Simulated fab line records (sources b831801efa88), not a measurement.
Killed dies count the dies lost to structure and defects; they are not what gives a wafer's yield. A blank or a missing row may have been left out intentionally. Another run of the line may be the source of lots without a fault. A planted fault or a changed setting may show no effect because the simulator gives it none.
What tool caused it? ; flow gf180mcu ; Sampling: 13 lots, 39 wafers, 4 of 602 route steps

WHAT THE GAUGES READ, wafer by wafer
GF_M2_CD_MEAS_14: target cd 280 nm.
lot;measured;on;cd-nm (nm)
L734;day 19 08:50;cd-sem-02;279.9 279.4 279.2
L737;day 20 18:18;cd-sem-01;279.7 279.5 278.7
L738;day 21 01:02;cd-sem-01;280.2 278.2 279.3
L740;day 21 19:22;cd-sem-02;280.5 281.0 280.2
L741;day 22 17:40;cd-sem-01;281.9 281.4 281.0
L742;day 22 23:26;cd-sem-01;280.9 281.4 280.4
L744;day 23 11:35;cd-sem-02;279.7 278.8 280.0
L749;day 25 00:16;cd-sem-01;278.2 278.2 277.7
L753;day 26 06:11;cd-sem-02;280.8 282.0 280.4
L754;day 26 13:35;cd-sem-02;280.2 278.9 279.7
L755;day 27 00:29;cd-sem-02;279.7 279.5 280.7
L756;day 27 02:47;cd-sem-02;279.2 280.5 278.9
L757;day 27 08:26;cd-sem-02;280.1 280.9 281.1

GF_V2_THK_MEAS_01.
lot;measured;on;V2_CVD_00_THK (nm)
L734;day 19 09:44;film-metro-01;607 604 601
L737;day 20 19:13;film-metro-01;601 601 598
L738;day 21 01:55;film-metro-03;601 598 587
L740;day 21 20:16;film-metro-03;597 590 599
L741;day 22 18:35;film-metro-03;604 593 597
L742;day 23 00:20;film-metro-01;596 600 596
L744;day 23 12:28;film-metro-04;611 593 596
L749;day 25 01:11;film-metro-03;595 608 598
L753;day 26 07:03;film-metro-01;601 601 589
L754;day 26 14:29;film-metro-04;605 603 602
L755;day 27 01:22;film-metro-01;595 586 603
L756;day 27 03:40;film-metro-04;595 610 594
L757;day 27 09:25;film-metro-03;596 592 603

WHAT TOOL EACH LOT RAN ON (gives the tool, then ch and the chambers of the sampled wafers, and finally the start)
lot;GF_M2_SPUTTER_01;GF_M2_SOFTBAKE_10
L734;pvd-sputter-04, day 18 07:53;litho-track-04 ch 0, day 18 20:18
L737;pvd-sputter-04, day 19 18:16;litho-track-03 ch 0, day 20 07:14
L738;pvd-sputter-03, day 20 00:23;litho-track-04 ch 0, day 20 12:38
L740;pvd-sputter-04, day 20 19:22;litho-track-03 ch 0, day 21 07:34
L741;pvd-sputter-02, day 21 17:45;litho-track-02 ch 0, day 22 06:01
L742;pvd-sputter-04, day 21 23:50;litho-track-04 ch 0, day 22 11:42
L744;pvd-sputter-04, day 22 12:07;litho-track-03 ch 0, day 23 00:11
L749;pvd-sputter-03, day 24 01:33;litho-track-03 ch 0, day 24 12:37
L753;pvd-sputter-02, day 25 09:17;litho-track-04 ch 0, day 25 19:45
L754;pvd-sputter-02, day 25 16:43;litho-track-04 ch 0, day 26 03:47
L755;pvd-sputter-02, day 26 03:57;litho-track-04 ch 0, day 26 13:51
L756;pvd-sputter-02, day 26 05:57;litho-track-04 ch 0, day 26 16:09
L757;pvd-sputter-04, day 26 11:56;litho-track-03 ch 0, day 26 22:17
- GF_M2_SPUTTER_01: material TiN, target thk 30 nm, time 25 s.
- GF_M2_SOFTBAKE_10: time 60 s.

WHAT THE TOOLS THEMSELVES READ (means of the sampled wafers that have a number; where no wafer has one, the mark that the record gives instead)
GF_M2_SPUTTER_01.
lot;tool;throttle-valve-pct (%)
L734;pvd-sputter-04;29.6
L737;pvd-sputter-04;30.5
L738;pvd-sputter-03;29.2
L740;pvd-sputter-04;31.3
L741;pvd-sputter-02;28.9
L742;pvd-sputter-04;30.6
L744;pvd-sputter-04;29.5
L749;pvd-sputter-03;29.5
L753;pvd-sputter-02;28.9
L754;pvd-sputter-02;29.0
L755;pvd-sputter-02;29.8
L756;pvd-sputter-02;30.0
L757;pvd-sputter-04;30.2

GF_M2_SOFTBAKE_10.
lot;tool;chill-plate-temp-C (C);plate-temp-C (C);run-length-s (s)
L734;litho-track-04;23.00;130.00;89.24
L737;litho-track-03;23.07;130.04;89.34
L738;litho-track-04;22.79;130.07;89.23
L740;litho-track-03;23.12;130.11;89.46
L741;litho-track-02;23.08;130.02;89.43
L742;litho-track-04;23.10;129.94;89.35
L744;litho-track-03;23.02;129.99;96.87
L749;litho-track-03;23.06;130.06;96.77
L753;litho-track-04;22.97;130.18;89.16
L754;litho-track-04;23.01;130.05;89.14
L755;litho-track-04;22.87;129.92;89.20
L756;litho-track-04;23.04;130.00;89.19
L757;litho-track-03;22.90;129.96;89.24

THE ANSWER, worked out from the rows above alone
Rule: the lots themselves supply what counts as usual. The widest of any qualifying gaps counts: lots, ordered by their means at a reading, are off when they make up no more than a third of the lots, leave a main group of 4 or more, and stand apart from it by 3 or more times the standard deviation of that group's means. A main group is skipped when, at the precision printed for the reading in the tables above, its means are all equal. A lot without any number at a reading at which 4 lots or more have one is off too. Any other lot the step has rows for is counted as sound. The gauges are gone through in route order, then the tools' own readings, and for those a lot's mean is taken as printed above. At the first step where some lot is off, the reading lying furthest off is the one used; lots without a number count as furthest.
Off at GF_M2_SOFTBAKE_10 (run-length-s): L744, L749. For the main group the mean is 89.27 s and the standard deviation 0.1.
A tool fits if, at that step or a process step before it, it ran every lot that is off, and no sound lot after the first of them. None of those tried fits.

WHAT THE SIMULATOR PUT IN
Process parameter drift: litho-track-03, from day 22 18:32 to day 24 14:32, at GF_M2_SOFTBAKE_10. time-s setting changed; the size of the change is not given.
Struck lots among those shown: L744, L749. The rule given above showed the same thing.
